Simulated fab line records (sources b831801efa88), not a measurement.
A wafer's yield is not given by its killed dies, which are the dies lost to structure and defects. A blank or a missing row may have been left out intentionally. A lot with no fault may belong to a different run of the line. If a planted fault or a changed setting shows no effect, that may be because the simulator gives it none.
fab line records / flow gf180mcu
[record] lots = 14 wafers = 42 last-day = 34
route steps=602 shown STI@30 DNWELL@40 POLY_GATE@168
lots that met no fault: from a run of the same line without faults
start-h: hours from the record's opening day to when the first of the lot's shown wafers began / wait-h: hours elapsed since this lot's preceding step / " the same as in the row above / L1.1+2: one row covering several wafers at once / - value missing, or start not given / * or withheld: withheld / < > ~ a bound
route shown NAME@n: names a module that has steps shown in the file, with the first one's number in the route / usual: the fault-free wafers' mean and standard deviation / same: alike in all rows / chamber/n: place in a boat / sites: readings site by site / _std_site: standard deviation of those values / _edge_site: the outer-site mean with the inner-site mean subtracted / radius-mm: for every site, how far away it sits from the centre of the wafer / mask NAME#n: copy n / behind: tool/chamber where the wafer was last shaped / hold: what put the lot on hold/how long, in hours/how the hold closed / device: names the non-switching transistor (n, p or np) / end of line: tests of these same wafers at the route's end / step lacking rows: just its recipe / killed: at the first sort, the dies lost to defects and structure; wafer yield is something else / map: dies across one wafer; x = killed, . = not, _ = none there
set.NAME: the setting that was run; set.NAME@STEP: the one run at that earlier step / model.NAME: the simulator's own value behind a step, which no gauge read
the route's steps for a sample of lots (tables are steps, rows are wafers)
services: a tool's chamber out of use, with start hour (start-h, from the record's first day; less than 0 if before it), hours out, and reason
[[steps]]
[step GF_STI_OXIDATION_29]
[recipe] temp-c = 900 ambient = O2 stabilise-s = 600 purge-s = 300 target-thk-a = 100 ox-time-s = 1418
[usual] ox-temp-c = 900.0/0.38 ox-temp-c-max = 903.6/0.7 spike-tc-top-C = 911.7/2.1 spike-tc-upper-C = 900.1/0.96 zone-power-top-pct = 33.9/2
lot.wafer=L543.2 tool=furnace-02 chamber=0 start-h=28.89 wait-h=0.1 ox-temp-c=899.3 ox-temp-c-max=903.7 spike-tc-top-C=911.6 spike-tc-upper-C=899.7 zone-power-top-pct=34.7
lot.wafer=L543.5 tool=furnace-02 chamber=0 start-h=28.89 wait-h=0.1 ox-temp-c=899.5 ox-temp-c-max=903.2 spike-tc-top-C=909.6 spike-tc-upper-C=902.0 zone-power-top-pct=35.2
lot.wafer=L543.6 tool=furnace-02 chamber=0 start-h=28.89 wait-h=0.1 ox-temp-c=900.1 ox-temp-c-max=903.9 spike-tc-top-C=911.4 spike-tc-upper-C=902.9 zone-power-top-pct=34.6
lot.wafer=L544.2 tool=furnace-02 chamber=0 start-h=39.48 wait-h=2.2 ox-temp-c=899.6 ox-temp-c-max=903.4 spike-tc-top-C=910.6 spike-tc-upper-C=900.3 zone-power-top-pct=34.9
lot.wafer=L544.4 tool=furnace-02 chamber=0 start-h=39.48 wait-h=2.2 ox-temp-c=899.6 ox-temp-c-max=902.7 spike-tc-top-C=911.4 spike-tc-upper-C=899.6 zone-power-top-pct=34.8
lot.wafer=L544.5 tool=furnace-02 chamber=0 start-h=39.48 wait-h=2.2 ox-temp-c=899.9 ox-temp-c-max=903.7 spike-tc-top-C=910.7 spike-tc-upper-C=899.8 zone-power-top-pct=35.0
lot.wafer=L546.4 tool=furnace-02 chamber=0 start-h=46.40 wait-h=1.7 ox-temp-c=899.8 ox-temp-c-max=902.2 spike-tc-top-C=911.5 spike-tc-upper-C=900.0 zone-power-top-pct=34.4
lot.wafer=L546.5 tool=furnace-02 chamber=0 start-h=46.40 wait-h=1.7 ox-temp-c=899.9 ox-temp-c-max=903.1 spike-tc-top-C=910.9 spike-tc-upper-C=899.7 zone-power-top-pct=34.9
lot.wafer=L546.6 tool=furnace-02 chamber=0 start-h=46.40 wait-h=1.7 ox-temp-c=900.4 ox-temp-c-max=905.0 spike-tc-top-C=912.7 spike-tc-upper-C=901.3 zone-power-top-pct=34.9
lot.wafer=L547.1 tool=furnace-02 chamber=- start-h=50.36 wait-h=0.3 ox-temp-c=- ox-temp-c-max=- spike-tc-top-C=- spike-tc-upper-C=- zone-power-top-pct=-
lot.wafer=L547.2 tool=furnace-02 chamber=- start-h=50.36 wait-h=0.3 ox-temp-c=- ox-temp-c-max=- spike-tc-top-C=- spike-tc-upper-C=- zone-power-top-pct=-
lot.wafer=L547.4 tool=furnace-02 chamber=- start-h=50.36 wait-h=0.3 ox-temp-c=- ox-temp-c-max=- spike-tc-top-C=- spike-tc-upper-C=- zone-power-top-pct=-
lot.wafer=L548.2 tool=furnace-02 chamber=- start-h=57.83 wait-h=1.0 ox-temp-c=- ox-temp-c-max=- spike-tc-top-C=- spike-tc-upper-C=- zone-power-top-pct=-
lot.wafer=L548.4 tool=furnace-02 chamber=- start-h=57.83 wait-h=1.0 ox-temp-c=- ox-temp-c-max=- spike-tc-top-C=- spike-tc-upper-C=- zone-power-top-pct=-
lot.wafer=L548.6 tool=furnace-02 chamber=- start-h=57.83 wait-h=1.0 ox-temp-c=- ox-temp-c-max=- spike-tc-top-C=- spike-tc-upper-C=- zone-power-top-pct=-
lot.wafer=L553.1 tool=furnace-02 chamber=0 start-h=81.53 wait-h=0.4 ox-temp-c=900.0 ox-temp-c-max=903.3 spike-tc-top-C=909.4 spike-tc-upper-C=898.2 zone-power-top-pct=35.1
lot.wafer=L553.2 tool=furnace-02 chamber=0 start-h=81.53 wait-h=0.4 ox-temp-c=900.0 ox-temp-c-max=903.3 spike-tc-top-C=910.9 spike-tc-upper-C=900.9 zone-power-top-pct=35.5
lot.wafer=L553.5 tool=furnace-02 chamber=0 start-h=81.53 wait-h=0.4 ox-temp-c=900.2 ox-temp-c-max=904.2 spike-tc-top-C=910.6 spike-tc-upper-C=901.4 zone-power-top-pct=34.1
lot.wafer=L556.1 tool=furnace-02 chamber=0 start-h=97.16 wait-h=0.0 ox-temp-c=900.5 ox-temp-c-max=904.7 spike-tc-top-C=910.4 spike-tc-upper-C=901.5 zone-power-top-pct=34.7
lot.wafer=L556.3 tool=furnace-02 chamber=0 start-h=97.16 wait-h=0.0 ox-temp-c=899.0 ox-temp-c-max=903.9 spike-tc-top-C=912.5 spike-tc-upper-C=899.7 zone-power-top-pct=34.6
lot.wafer=L556.6 tool=furnace-02 chamber=0 start-h=97.16 wait-h=0.0 ox-temp-c=899.7 ox-temp-c-max=902.9 spike-tc-top-C=911.3 spike-tc-upper-C=900.0 zone-power-top-pct=35.2
lot.wafer=L557.1 tool=furnace-01 chamber=0 start-h=101.65 wait-h=0.0 ox-temp-c=899.7 ox-temp-c-max=902.9 spike-tc-top-C=916.2 spike-tc-upper-C=900.8 zone-power-top-pct=30.4
lot.wafer=L557.3 tool=furnace-01 chamber=0 start-h=101.65 wait-h=0.0 ox-temp-c=899.9 ox-temp-c-max=903.4 spike-tc-top-C=916.3 spike-tc-upper-C=899.1 zone-power-top-pct=30.3
lot.wafer=L557.4 tool=furnace-01 chamber=0 start-h=101.65 wait-h=0.0 ox-temp-c=900.5 ox-temp-c-max=904.2 spike-tc-top-C=915.4 spike-tc-upper-C=899.4 zone-power-top-pct=30.2
lot.wafer=L558.1 tool=furnace-02 chamber=0 start-h=106.38 wait-h=1.0 ox-temp-c=900.0 ox-temp-c-max=904.3 spike-tc-top-C=910.8 spike-tc-upper-C=898.3 zone-power-top-pct=34.8
lot.wafer=L558.3 tool=furnace-02 chamber=0 start-h=106.38 wait-h=1.0 ox-temp-c=900.6 ox-temp-c-max=905.2 spike-tc-top-C=910.0 spike-tc-upper-C=900.5 zone-power-top-pct=34.8
lot.wafer=L558.6 tool=furnace-02 chamber=0 start-h=106.38 wait-h=1.0 ox-temp-c=900.1 ox-temp-c-max=903.1 spike-tc-top-C=910.4 spike-tc-upper-C=900.9 zone-power-top-pct=35.2
lot.wafer=L559.1 tool=furnace-02 chamber=0 start-h=111.27 wait-h=0.0 ox-temp-c=899.6 ox-temp-c-max=904.1 spike-tc-top-C=910.6 spike-tc-upper-C=901.0 zone-power-top-pct=34.9
lot.wafer=L559.3 tool=furnace-02 chamber=0 start-h=111.27 wait-h=0.0 ox-temp-c=900.2 ox-temp-c-max=903.2 spike-tc-top-C=911.4 spike-tc-upper-C=899.2 zone-power-top-pct=34.8
lot.wafer=L559.5 tool=furnace-02 chamber=0 start-h=111.27 wait-h=0.0 ox-temp-c=900.3 ox-temp-c-max=903.8 spike-tc-top-C=909.5 spike-tc-upper-C=901.6 zone-power-top-pct=34.3
lot.wafer=L560.1 tool=furnace-02 chamber=0 start-h=114.82 wait-h=0.0 ox-temp-c=900.5 ox-temp-c-max=904.6 spike-tc-top-C=911.7 spike-tc-upper-C=898.6 zone-power-top-pct=34.7
lot.wafer=L560.4 tool=furnace-02 chamber=0 start-h=114.82 wait-h=0.0 ox-temp-c=900.2 ox-temp-c-max=903.2 spike-tc-top-C=909.4 spike-tc-upper-C=900.7 zone-power-top-pct=34.9
lot.wafer=L560.6 tool=furnace-02 chamber=0 start-h=114.82 wait-h=0.0 ox-temp-c=899.8 ox-temp-c-max=904.1 spike-tc-top-C=912.1 spike-tc-upper-C=900.3 zone-power-top-pct=35.5
lot.wafer=L563.1 tool=furnace-02 chamber=0 start-h=131.47 wait-h=0.0 ox-temp-c=899.5 ox-temp-c-max=902.7 spike-tc-top-C=912.2 spike-tc-upper-C=901.2 zone-power-top-pct=35.1
lot.wafer=L563.2 tool=furnace-02 chamber=0 start-h=131.47 wait-h=0.0 ox-temp-c=899.8 ox-temp-c-max=904.7 spike-tc-top-C=912.9 spike-tc-upper-C=900.3 zone-power-top-pct=34.5
lot.wafer=L563.6 tool=furnace-02 chamber=0 start-h=131.47 wait-h=0.0 ox-temp-c=900.6 ox-temp-c-max=904.0 spike-tc-top-C=910.5 spike-tc-upper-C=900.8 zone-power-top-pct=35.1
lot.wafer=L564.1 tool=furnace-01 chamber=0 start-h=138.16 wait-h=1.5 ox-temp-c=900.0 ox-temp-c-max=902.5 spike-tc-top-C=916.1 spike-tc-upper-C=900.1 zone-power-top-pct=30.1
lot.wafer=L564.2 tool=furnace-01 chamber=0 start-h=138.16 wait-h=1.5 ox-temp-c=899.4 ox-temp-c-max=902.9 spike-tc-top-C=915.8 spike-tc-upper-C=898.3 zone-power-top-pct=30.0
lot.wafer=L564.4 tool=furnace-01 chamber=0 start-h=138.16 wait-h=1.5 ox-temp-c=899.5 ox-temp-c-max=902.9 spike-tc-top-C=915.5 spike-tc-upper-C=900.3 zone-power-top-pct=30.0
lot.wafer=L565.1 tool=furnace-02 chamber=0 start-h=142.21 wait-h=0.0 ox-temp-c=899.8 ox-temp-c-max=903.3 spike-tc-top-C=911.5 spike-tc-upper-C=900.7 zone-power-top-pct=34.9
lot.wafer=L565.3 tool=furnace-02 chamber=0 start-h=142.21 wait-h=0.0 ox-temp-c=899.3 ox-temp-c-max=902.5 spike-tc-top-C=909.4 spike-tc-upper-C=900.3 zone-power-top-pct=35.6
lot.wafer=L565.5 tool=furnace-02 chamber=0 start-h=142.21 wait-h=0.0 ox-temp-c=899.7 ox-temp-c-max=903.3 spike-tc-top-C=911.3 spike-tc-upper-C=899.2 zone-power-top-pct=35.3
[step GF_DNWELL_STRIP_08]
[recipe] chemistry = O2/N2 power-w = 1400 pressure-mtorr = 1500 platen-temp-c = 250 o2-flow-sccm = 3000 n2-flow-sccm = 300 overash-fraction = 0.5
[usual] drypump-motor-current-A = 5.7/0.48 heater-power-w = 345/52 oes-product-au = 0.723/0.0046 strip-time-to-endpoint-s = 36.95/0.097
lot.wafer=L543.2 tool=plasma-asher-02 chamber=1 start-h=42.19 wait-h=0.1 drypump-motor-current-A=6.2 heater-power-w=306 oes-product-au=0.733 rf-hours-counter-h=40 strip-time-to-endpoint-s=36.97
lot.wafer=L543.5 tool=plasma-asher-02 chamber=1 start-h=42.19 wait-h=0.1 drypump-motor-current-A=6.2 heater-power-w=314 oes-product-au=0.723 rf-hours-counter-h=- strip-time-to-endpoint-s=36.93
lot.wafer=L543.6 tool=plasma-asher-02 chamber=0 start-h=42.19 wait-h=0.1 drypump-motor-current-A=6.0 heater-power-w=299 oes-product-au=0.722 rf-hours-counter-h=- strip-time-to-endpoint-s=36.94
lot.wafer=L544.2 tool=plasma-asher-02 chamber=0 start-h=52.62 wait-h=0.1 drypump-motor-current-A=6.1 heater-power-w=307 oes-product-au=0.724 rf-hours-counter-h=41 strip-time-to-endpoint-s=36.91
lot.wafer=L544.4 tool=plasma-asher-02 chamber=1 start-h=52.62 wait-h=0.1 drypump-motor-current-A=6.2 heater-power-w=305 oes-product-au=0.725 rf-hours-counter-h=- strip-time-to-endpoint-s=36.93
lot.wafer=L544.5 tool=plasma-asher-02 chamber=1 start-h=52.62 wait-h=0.1 drypump-motor-current-A=6.2 heater-power-w=302 oes-product-au=0.723 rf-hours-counter-h=- strip-time-to-endpoint-s=36.96
lot.wafer=L546.4 tool=plasma-asher-03 chamber=1 start-h=60.63 wait-h=0.1 drypump-motor-current-A=5.5 heater-power-w=353 oes-product-au=0.729 rf-hours-counter-h=- strip-time-to-endpoint-s=36.94
lot.wafer=L546.5 tool=plasma-asher-03 chamber=1 start-h=60.63 wait-h=0.1 drypump-motor-current-A=5.5 heater-power-w=353 oes-product-au=0.718 rf-hours-counter-h=- strip-time-to-endpoint-s=36.91
lot.wafer=L546.6 tool=plasma-asher-03 chamber=0 start-h=60.63 wait-h=0.1 drypump-motor-current-A=6.6 heater-power-w=285 oes-product-au=0.728 rf-hours-counter-h=- strip-time-to-endpoint-s=36.93
lot.wafer=L553.1 tool=plasma-asher-04 chamber=0 start-h=96.99 wait-h=0.1 drypump-motor-current-A=5.4 heater-power-w=430 oes-product-au=0.718 rf-hours-counter-h=43 strip-time-to-endpoint-s=37.19
lot.wafer=L553.2 tool=plasma-asher-04 chamber=1 start-h=96.99 wait-h=0.1 drypump-motor-current-A=5.2 heater-power-w=313 oes-product-au=0.725 rf-hours-counter-h=43 strip-time-to-endpoint-s=37.06
lot.wafer=L553.5 tool=plasma-asher-04 chamber=1 start-h=96.99 wait-h=0.1 drypump-motor-current-A=5.1 heater-power-w=310 oes-product-au=0.719 rf-hours-counter-h=- strip-time-to-endpoint-s=36.95
lot.wafer=L556.1 tool=plasma-asher-04 chamber=0 start-h=112.39 wait-h=0.1 drypump-motor-current-A=5.4 heater-power-w=443 oes-product-au=0.719 rf-hours-counter-h=44 strip-time-to-endpoint-s=36.90
lot.wafer=L556.3 tool=plasma-asher-04 chamber=1 start-h=112.39 wait-h=0.1 drypump-motor-current-A=5.2 heater-power-w=319 oes-product-au=0.720 rf-hours-counter-h=- strip-time-to-endpoint-s=36.89
lot.wafer=L556.6 tool=plasma-asher-04 chamber=0 start-h=112.39 wait-h=0.1 drypump-motor-current-A=5.4 heater-power-w=426 oes-product-au=0.720 rf-hours-counter-h=- strip-time-to-endpoint-s=36.96
lot.wafer=L557.1 tool=plasma-asher-02 chamber=0 start-h=117.77 wait-h=0.1 drypump-motor-current-A=6.0 heater-power-w=320 oes-product-au=0.716 rf-hours-counter-h=0 strip-time-to-endpoint-s=37.00
lot.wafer=L557.3 tool=plasma-asher-02 chamber=0 start-h=117.77 wait-h=0.1 drypump-motor-current-A=6.0 heater-power-w=315 oes-product-au=0.724 rf-hours-counter-h=- strip-time-to-endpoint-s=36.91
lot.wafer=L557.4 tool=plasma-asher-02 chamber=1 start-h=117.77 wait-h=0.1 drypump-motor-current-A=6.2 heater-power-w=327 oes-product-au=0.719 rf-hours-counter-h=- strip-time-to-endpoint-s=36.96
lot.wafer=L558.1 tool=plasma-asher-02 chamber=0 start-h=122.99 wait-h=0.1 drypump-motor-current-A=6.0 heater-power-w=315 oes-product-au=0.717 rf-hours-counter-h=1 strip-time-to-endpoint-s=37.06
lot.wafer=L558.3 tool=plasma-asher-02 chamber=0 start-h=122.99 wait-h=0.1 drypump-motor-current-A=6.0 heater-power-w=323 oes-product-au=0.726 rf-hours-counter-h=- strip-time-to-endpoint-s=37.14
lot.wafer=L558.6 tool=plasma-asher-02 chamber=0 start-h=122.99 wait-h=0.1 drypump-motor-current-A=6.0 heater-power-w=317 oes-product-au=0.718 rf-hours-counter-h=- strip-time-to-endpoint-s=36.96
lot.wafer=L559.1 tool=plasma-asher-04 chamber=1 start-h=127.69 wait-h=0.1 drypump-motor-current-A=5.1 heater-power-w=303 oes-product-au=0.721 rf-hours-counter-h=46 strip-time-to-endpoint-s=36.97
lot.wafer=L559.3 tool=plasma-asher-04 chamber=0 start-h=127.69 wait-h=0.1 drypump-motor-current-A=5.4 heater-power-w=430 oes-product-au=0.721 rf-hours-counter-h=- strip-time-to-endpoint-s=36.87
lot.wafer=L559.5 tool=plasma-asher-04 chamber=1 start-h=127.69 wait-h=0.1 drypump-motor-current-A=5.1 heater-power-w=308 oes-product-au=0.722 rf-hours-counter-h=- strip-time-to-endpoint-s=36.95
lot.wafer=L560.1 tool=plasma-asher-04 chamber=1 start-h=131.29 wait-h=0.1 drypump-motor-current-A=5.1 heater-power-w=302 oes-product-au=0.718 rf-hours-counter-h=46 strip-time-to-endpoint-s=36.90
lot.wafer=L560.4 tool=plasma-asher-04 chamber=0 start-h=131.29 wait-h=0.1 drypump-motor-current-A=5.4 heater-power-w=436 oes-product-au=0.720 rf-hours-counter-h=- strip-time-to-endpoint-s=36.86
lot.wafer=L560.6 tool=plasma-asher-04 chamber=0 start-h=131.29 wait-h=0.1 drypump-motor-current-A=5.4 heater-power-w=437 oes-product-au=0.712 rf-hours-counter-h=- strip-time-to-endpoint-s=36.82
lot.wafer=L563.1 tool=plasma-asher-02 chamber=0 start-h=148.77 wait-h=0.1 drypump-motor-current-A=6.0 heater-power-w=321 oes-product-au=0.719 rf-hours-counter-h=3 strip-time-to-endpoint-s=36.95
lot.wafer=L563.2 tool=plasma-asher-02 chamber=1 start-h=148.77 wait-h=0.1 drypump-motor-current-A=6.2 heater-power-w=319 oes-product-au=0.722 rf-hours-counter-h=3 strip-time-to-endpoint-s=37.04
lot.wafer=L563.6 tool=plasma-asher-02 chamber=1 start-h=148.77 wait-h=0.1 drypump-motor-current-A=6.2 heater-power-w=330 oes-product-au=0.725 rf-hours-counter-h=- strip-time-to-endpoint-s=36.95
lot.wafer=L564.1 tool=plasma-asher-02 chamber=0 start-h=155.39 wait-h=0.1 drypump-motor-current-A=6.0 heater-power-w=329 oes-product-au=0.725 rf-hours-counter-h=4 strip-time-to-endpoint-s=37.17
lot.wafer=L564.2 tool=plasma-asher-02 chamber=1 start-h=155.39 wait-h=0.1 drypump-motor-current-A=6.2 heater-power-w=327 oes-product-au=0.721 rf-hours-counter-h=4 strip-time-to-endpoint-s=37.08
lot.wafer=L564.4 tool=plasma-asher-02 chamber=0 start-h=155.39 wait-h=0.1 drypump-motor-current-A=6.1 heater-power-w=315 oes-product-au=0.721 rf-hours-counter-h=- strip-time-to-endpoint-s=37.14
lot.wafer=L565.1 tool=plasma-asher-02 chamber=1 start-h=159.54 wait-h=0.1 drypump-motor-current-A=6.2 heater-power-w=328 oes-product-au=0.711 rf-hours-counter-h=4 strip-time-to-endpoint-s=36.93
lot.wafer=L565.3 tool=plasma-asher-02 chamber=0 start-h=159.54 wait-h=0.1 drypump-motor-current-A=6.0 heater-power-w=318 oes-product-au=0.726 rf-hours-counter-h=- strip-time-to-endpoint-s=36.92
lot.wafer=L565.5 tool=plasma-asher-02 chamber=1 start-h=159.54 wait-h=0.1 drypump-motor-current-A=6.2 heater-power-w=331 oes-product-au=0.724 rf-hours-counter-h=- strip-time-to-endpoint-s=36.90
[step GF_DNWELL_TW_MEAS_09]
[usual] DNWELL_TW = 1346/16
lot.wafer=L543.2 tool=film-metro-01 chamber=- start-h=42.30 wait-h=0.1 DNWELL_TW=1365
lot.wafer=L543.5 tool=film-metro-01 chamber=- start-h=42.30 wait-h=0.1 DNWELL_TW=1366
lot.wafer=L543.6 tool=film-metro-01 chamber=- start-h=42.30 wait-h=0.1 DNWELL_TW=1375
lot.wafer=L544.2 tool=film-metro-04 chamber=- start-h=52.73 wait-h=0.1 DNWELL_TW=1345
lot.wafer=L544.4 tool=film-metro-04 chamber=- start-h=52.73 wait-h=0.1 DNWELL_TW=1346
lot.wafer=L544.5 tool=film-metro-04 chamber=- start-h=52.73 wait-h=0.1 DNWELL_TW=1333
lot.wafer=L546.4 tool=film-metro-03 chamber=- start-h=60.72 wait-h=0.1 DNWELL_TW=1335
lot.wafer=L546.5 tool=film-metro-03 chamber=- start-h=60.72 wait-h=0.1 DNWELL_TW=1335
lot.wafer=L546.6 tool=film-metro-03 chamber=- start-h=60.72 wait-h=0.1 DNWELL_TW=1341
lot.wafer=L553.1 tool=film-metro-04 chamber=- start-h=97.09 wait-h=0.1 DNWELL_TW=1344
lot.wafer=L553.2 tool=film-metro-04 chamber=- start-h=97.09 wait-h=0.1 DNWELL_TW=1338
lot.wafer=L553.5 tool=film-metro-04 chamber=- start-h=97.09 wait-h=0.1 DNWELL_TW=1339
lot.wafer=L556.1 tool=film-metro-04 chamber=- start-h=112.49 wait-h=0.1 DNWELL_TW=1335
lot.wafer=L556.3 tool=film-metro-04 chamber=- start-h=112.49 wait-h=0.1 DNWELL_TW=1337
lot.wafer=L556.6 tool=film-metro-04 chamber=- start-h=112.49 wait-h=0.1 DNWELL_TW=1335
lot.wafer=L557.1 tool=film-metro-04 chamber=- start-h=117.87 wait-h=0.1 DNWELL_TW=1340
lot.wafer=L557.3 tool=film-metro-04 chamber=- start-h=117.87 wait-h=0.1 DNWELL_TW=1341
lot.wafer=L557.4 tool=film-metro-04 chamber=- start-h=117.87 wait-h=0.1 DNWELL_TW=1350
lot.wafer=L558.1 tool=film-metro-04 chamber=- start-h=123.09 wait-h=0.1 DNWELL_TW=1342
lot.wafer=L558.3 tool=film-metro-04 chamber=- start-h=123.09 wait-h=0.1 DNWELL_TW=1339
lot.wafer=L558.6 tool=film-metro-04 chamber=- start-h=123.09 wait-h=0.1 DNWELL_TW=1344
lot.wafer=L559.1 tool=film-metro-03 chamber=- start-h=127.79 wait-h=0.1 DNWELL_TW=1340
lot.wafer=L559.3 tool=film-metro-03 chamber=- start-h=127.79 wait-h=0.1 DNWELL_TW=1337
lot.wafer=L559.5 tool=film-metro-03 chamber=- start-h=127.79 wait-h=0.1 DNWELL_TW=1335
lot.wafer=L560.1 tool=film-metro-01 chamber=- start-h=131.39 wait-h=0.1 DNWELL_TW=1368
lot.wafer=L560.4 tool=film-metro-01 chamber=- start-h=131.39 wait-h=0.1 DNWELL_TW=1367
lot.wafer=L560.6 tool=film-metro-01 chamber=- start-h=131.39 wait-h=0.1 DNWELL_TW=1360
lot.wafer=L563.1 tool=film-metro-03 chamber=- start-h=148.87 wait-h=0.1 DNWELL_TW=1316
lot.wafer=L563.2 tool=film-metro-03 chamber=- start-h=148.87 wait-h=0.1 DNWELL_TW=1321
lot.wafer=L563.6 tool=film-metro-03 chamber=- start-h=148.87 wait-h=0.1 DNWELL_TW=1320
lot.wafer=L564.1 tool=film-metro-03 chamber=- start-h=155.49 wait-h=0.1 DNWELL_TW=1326
lot.wafer=L564.2 tool=film-metro-03 chamber=- start-h=155.49 wait-h=0.1 DNWELL_TW=1323
lot.wafer=L564.4 tool=film-metro-03 chamber=- start-h=155.49 wait-h=0.1 DNWELL_TW=1320
lot.wafer=L565.1 tool=film-metro-01 chamber=- start-h=159.64 wait-h=0.1 DNWELL_TW=1354
lot.wafer=L565.3 tool=film-metro-01 chamber=- start-h=159.64 wait-h=0.1 DNWELL_TW=1359
lot.wafer=L565.5 tool=film-metro-01 chamber=- start-h=159.64 wait-h=0.1 DNWELL_TW=1363
[step GF_POLY_GATE_OVL_MEAS_11]
[usual] POLY_GATE_OVL = 1/6.8
lot.wafer=L543.2 tool=overlay-01 chamber=- start-h=196.69 wait-h=0.1 POLY_GATE_OVL[nm]=10
lot.wafer=L543.5 tool=overlay-01 chamber=- start-h=196.69 wait-h=0.1 POLY_GATE_OVL[nm]=-8
lot.wafer=L543.6 tool=overlay-01 chamber=- start-h=196.69 wait-h=0.1 POLY_GATE_OVL[nm]=5
lot.wafer=L544.2 tool=overlay-02 chamber=- start-h=217.32 wait-h=0.1 POLY_GATE_OVL[nm]=-10
lot.wafer=L544.4 tool=overlay-02 chamber=- start-h=217.32 wait-h=0.1 POLY_GATE_OVL[nm]=-5
lot.wafer=L544.5 tool=overlay-02 chamber=- start-h=217.32 wait-h=0.1 POLY_GATE_OVL[nm]=-6
lot.wafer=L546.4 tool=overlay-02 chamber=- start-h=225.00 wait-h=0.1 POLY_GATE_OVL[nm]=1
lot.wafer=L546.5 tool=overlay-02 chamber=- start-h=225.00 wait-h=0.1 POLY_GATE_OVL[nm]=4
lot.wafer=L546.6 tool=overlay-02 chamber=- start-h=225.00 wait-h=0.1 POLY_GATE_OVL[nm]=6
lot.wafer=L553.1 tool=overlay-01 chamber=- start-h=270.24 wait-h=0.1 POLY_GATE_OVL[nm]=-2
lot.wafer=L553.2 tool=overlay-01 chamber=- start-h=270.24 wait-h=0.1 POLY_GATE_OVL[nm]=1
lot.wafer=L553.5 tool=overlay-01 chamber=- start-h=270.24 wait-h=0.1 POLY_GATE_OVL[nm]=-7
lot.wafer=L556.1 tool=overlay-01 chamber=- start-h=287.93 wait-h=0.1 POLY_GATE_OVL[nm]=11
lot.wafer=L556.3 tool=overlay-01 chamber=- start-h=287.93 wait-h=0.1 POLY_GATE_OVL[nm]=2
lot.wafer=L556.6 tool=overlay-01 chamber=- start-h=287.93 wait-h=0.1 POLY_GATE_OVL[nm]=16
lot.wafer=L557.1 tool=overlay-02 chamber=- start-h=295.29 wait-h=0.1 POLY_GATE_OVL[nm]=2
lot.wafer=L557.3 tool=overlay-02 chamber=- start-h=295.29 wait-h=0.1 POLY_GATE_OVL[nm]=3
lot.wafer=L557.4 tool=overlay-02 chamber=- start-h=295.29 wait-h=0.1 POLY_GATE_OVL[nm]=-1
lot.wafer=L558.1 tool=overlay-01 chamber=- start-h=304.66 wait-h=0.1 POLY_GATE_OVL[nm]=5
lot.wafer=L558.3 tool=overlay-01 chamber=- start-h=304.66 wait-h=0.1 POLY_GATE_OVL[nm]=-3
lot.wafer=L558.6 tool=overlay-01 chamber=- start-h=304.66 wait-h=0.1 POLY_GATE_OVL[nm]=-3
lot.wafer=L559.1 tool=overlay-01 chamber=- start-h=309.13 wait-h=0.1 POLY_GATE_OVL[nm]=18
lot.wafer=L559.3 tool=overlay-01 chamber=- start-h=309.13 wait-h=0.1 POLY_GATE_OVL[nm]=13
lot.wafer=L559.5 tool=overlay-01 chamber=- start-h=309.13 wait-h=0.1 POLY_GATE_OVL[nm]=18
lot.wafer=L560.1 tool=overlay-02 chamber=- start-h=315.16 wait-h=0.1 POLY_GATE_OVL[nm]=-6
lot.wafer=L560.4 tool=overlay-02 chamber=- start-h=315.16 wait-h=0.1 POLY_GATE_OVL[nm]=4
lot.wafer=L560.6 tool=overlay-02 chamber=- start-h=315.16 wait-h=0.1 POLY_GATE_OVL[nm]=-1
lot.wafer=L563.1 tool=overlay-01 chamber=- start-h=338.43 wait-h=0.1 POLY_GATE_OVL[nm]=-9
lot.wafer=L563.2 tool=overlay-01 chamber=- start-h=338.43 wait-h=0.1 POLY_GATE_OVL[nm]=-4
lot.wafer=L563.6 tool=overlay-01 chamber=- start-h=338.43 wait-h=0.1 POLY_GATE_OVL[nm]=-1
lot.wafer=L564.1 tool=overlay-02 chamber=- start-h=349.48 wait-h=0.1 POLY_GATE_OVL[nm]=10
lot.wafer=L564.2 tool=overlay-02 chamber=- start-h=349.48 wait-h=0.1 POLY_GATE_OVL[nm]=5
lot.wafer=L564.4 tool=overlay-02 chamber=- start-h=349.48 wait-h=0.1 POLY_GATE_OVL[nm]=7
lot.wafer=L565.1 tool=overlay-02 chamber=- start-h=350.81 wait-h=0.1 POLY_GATE_OVL[nm]=-9
lot.wafer=L565.3 tool=overlay-02 chamber=- start-h=350.81 wait-h=0.1 POLY_GATE_OVL[nm]=-6
lot.wafer=L565.5 tool=overlay-02 chamber=- start-h=350.81 wait-h=0.1 POLY_GATE_OVL[nm]=-2
[[services]]
tool=furnace-02 chamber=- start-h=6.17 hours=3.9 kind=pm
tool=furnace-01 chamber=- start-h=15.91 hours=3.3 kind=pm
tool=plasma-asher-02 chamber=- start-h=108.75 hours=9.0 kind=pm
tool=plasma-asher-02 chamber=0 start-h=108.75 hours=9.0 kind=vent-cycle
tool=plasma-asher-02 chamber=1 start-h=108.75 hours=9.0 kind=vent-cycle
tool=plasma-asher-02 chamber=0 start-h=117.75 hours=- kind=clean
tool=plasma-asher-02 chamber=1 start-h=117.75 hours=- kind=clean
tool=furnace-01 chamber=- start-h=155.19 hours=11.4 kind=repair
tool=plasma-asher-04 chamber=- start-h=157.13 hours=12.0 kind=repair
[[key]]
[first-sign] step = GF_STI_OXIDATION_29 reading = tool-record direction = missing
effect none on later readings
met-at GF_STI_OXIDATION_29
struck-lots L547,L548
later-rows-left-out L547.1,L547.2,L547.4,L548.2,L548.4,L548.6
sort-left-out L547.1,L547.2,L547.4,L548.2,L548.4,L548.6
tester-left-out L547,L548
not-acting-at GF_DNWELL_STRIP_08,GF_DNWELL_TW_MEAS_09,GF_POLY_GATE_OVL_MEAS_11
onset-between 46.40 50.36
[fault] kind = skipped-step-whole tool = furnace-02 chamber = - onset-h = 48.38 steps = GF_STI_OXIDATION_29 scope = struck-lots-only
// tester-left-out: of these lots the tester's yield and bins aren't shown, on N5 and GAA mostly nor the transistor test; their killed dies are dies lost to structure and defects alone, not to doping, threshold or leakage, so they don't give the yield
// sort-left-out: the simulated sort isn't trusted on such a fault, so these wafers' sort isn't shown, and their yield isn't known
// later-rows-left-out: the simulator's readings of these wafers behind a module that went badly wrong aren't trusted and aren't shown, but for the sort
